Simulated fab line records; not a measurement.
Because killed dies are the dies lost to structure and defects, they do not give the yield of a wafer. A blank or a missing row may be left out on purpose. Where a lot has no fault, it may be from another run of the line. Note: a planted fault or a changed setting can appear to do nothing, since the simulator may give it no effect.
Matching of chambers + flow gf180mcu + GF_MIM_CVD_05 on pecvd-02: 3 sister chambers
The step deposits Si3N4, target thk 42 nm, time 29.086 s. 3 wafers are shown with their chamber, then 12 later ones without.

## WAFERS WITH THEIR CHAMBER
| wafer  | chamber | heater-power-outer-w (W) |
|--------|---------|--------------------------|
| L093.2 | 1       | 419                      |
| L093.3 | 0       | 269                      |
| L093.5 | 2       | 416                      |

## WAFERS WITHOUT THEIR CHAMBER
| wafer  | heater-power-outer-w (W) |
|--------|--------------------------|
| L094.2 | 287                      |
| L094.5 | 489                      |
| L094.6 | 288                      |
| L095.1 | 331                      |
| L095.2 | 436                      |
| L095.3 | 411                      |
| L096.3 | 424                      |
| L096.4 | 485                      |
| L096.6 | 329                      |
| L097.1 | 348                      |
| L097.4 | 347                      |
| L097.6 | 464                      |

## THE CHAMBER EACH PASSED THROUGH
| wafer  | from the rows above          | in truth |
|--------|------------------------------|----------|
| L094.2 | 0                            | 0        |
| L094.5 | can't be placed: 1 or 2      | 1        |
| L094.6 | 0                            | 0        |
| L095.1 | can't be placed: 0 or 2 or 1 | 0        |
| L095.2 | can't be placed: 1 or 2      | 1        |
| L095.3 | can't be placed: 2 or 1      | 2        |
| L096.3 | can't be placed: 1 or 2      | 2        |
| L096.4 | can't be placed: 1 or 2      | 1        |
| L096.6 | can't be placed: 0 or 2 or 1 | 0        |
| L097.1 | can't be placed: 2 or 1 or 0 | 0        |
| L097.4 | can't be placed: 2 or 1 or 0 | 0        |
| L097.6 | can't be placed: 1 or 2      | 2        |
Correct placement for 2 of the 12. Unplaceable from these rows: 10, with the true chamber sitting among the candidates in 10. Number placed wrongly: 0.
How it was worked out, from the rows above alone: a wafer's distance from a chamber is the root of the sum, over the readings, of the square of ((its reading less the chamber's mean) divided by the reading's scatter). If the next closest chamber is less than 2 further off than the closest, the wafer can't be placed; otherwise it belongs to the closest. For every chamber, the mean is computed from those of its wafers that are shown. The scatter: with one shown wafer a chamber, the root of the mean of the squares of how far each hidden wafer lies from its nearest shown one.
